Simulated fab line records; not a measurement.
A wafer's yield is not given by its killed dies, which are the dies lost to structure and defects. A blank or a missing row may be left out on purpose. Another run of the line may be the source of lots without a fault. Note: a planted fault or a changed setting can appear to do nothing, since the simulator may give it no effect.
Problem report in the 8D (eight disciplines) form, filled by code -- flow sky130 -- the parts of the form that need people (team, actions taken, sign-off) are left out

1. THE PROBLEM
Mean of killed at other at SKY_PAD_OPEN_PROBE_99: 28.2 across 6 wafers in 2 lots; on wafers with no fault it is 0.3 (standard deviation 0.56). That is +50 standard deviations from the usual mean.
The first sign was on wafer L566.1 at day 48 12:04, on prober-02. The record has a number at this step for 6 wafers belonging to 2 lots. Rule for "out" (also "out of limits"): further than 4 standard deviations from the usual mean. The rest of the wafers with a number are treated as sound.

2. WHAT IT IS, WHAT IT ISN'T
question,is,is not
which readings at this step,killed at other,"killed_at_M0_to_M3, killed_at_M4_up, killed at contacts, killed at front end, killed open, killed short, sort_bin_6_memory"
which lots,"L566, L569",-
which wafers of those lots,all that have a number,-
read on which tools,prober-02,-
when,from day 48 12:04,up to then (0 sound wafers)

3. SUSPECTS, AND WHAT RULES EACH OUT
Counting: a tool stays on the suspect list if, at a process step up to the reading, it processed all lots that are out and no sound lot following the first of them.
- wet bench-04 at SKY_CAP2M_CLEAN_17 (cleans in O3/DIW): kept. It ran every lot that is out, first L566 (day 43 21:07), and no sound lot after that.
- prober-02 at SKY_PAD_OPEN_PROBE_99: kept. It ran every lot that is out, first L566 (day 48 12:04), and no sound lot after that. Its own killed at other readings are out on those wafers.
After counting, wet bench-04 at SKY_CAP2M_CLEAN_17 and prober-02 at SKY_PAD_OPEN_PROBE_99 remain.

4. THE CAUSE (what the simulator had put in)
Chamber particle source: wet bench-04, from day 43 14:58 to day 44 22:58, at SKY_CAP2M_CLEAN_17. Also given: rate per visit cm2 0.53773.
Counting leaves 2 suspects; this tool is one of them.

5. THE EFFECT CHAIN, in route order
Rows list readings where the struck wafers' mean (over those with a number) sits beyond 3 standard deviations from the usual. Scope: only readings with a usual standard deviation given in the record; hours: median across lots of the time from each lot's start at the first step in this table that gives one to its start at this step; sigmas: change in usual standard deviations.
hours,step,reading,usual,on struck wafers,change,sigmas
0,SKY_PAD_OPEN_PROBE_99,killed at other,0.3,28.2,+27.9,+50
Here are the process steps it includes:
- SKY_PAD_OPEN_PROBE_99

6. HOW IT WOULD HAVE BEEN CAUGHT EARLIER
First out-of-limits reading in this record: day 48 12:04, which is 117 hours after fault onset at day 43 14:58.
Lots out: 2; all had begun SKY_CAP2M_CLEAN_17 on wet bench-04 by day 48 12:04. A hold on the tool at that time would have spared none of them.
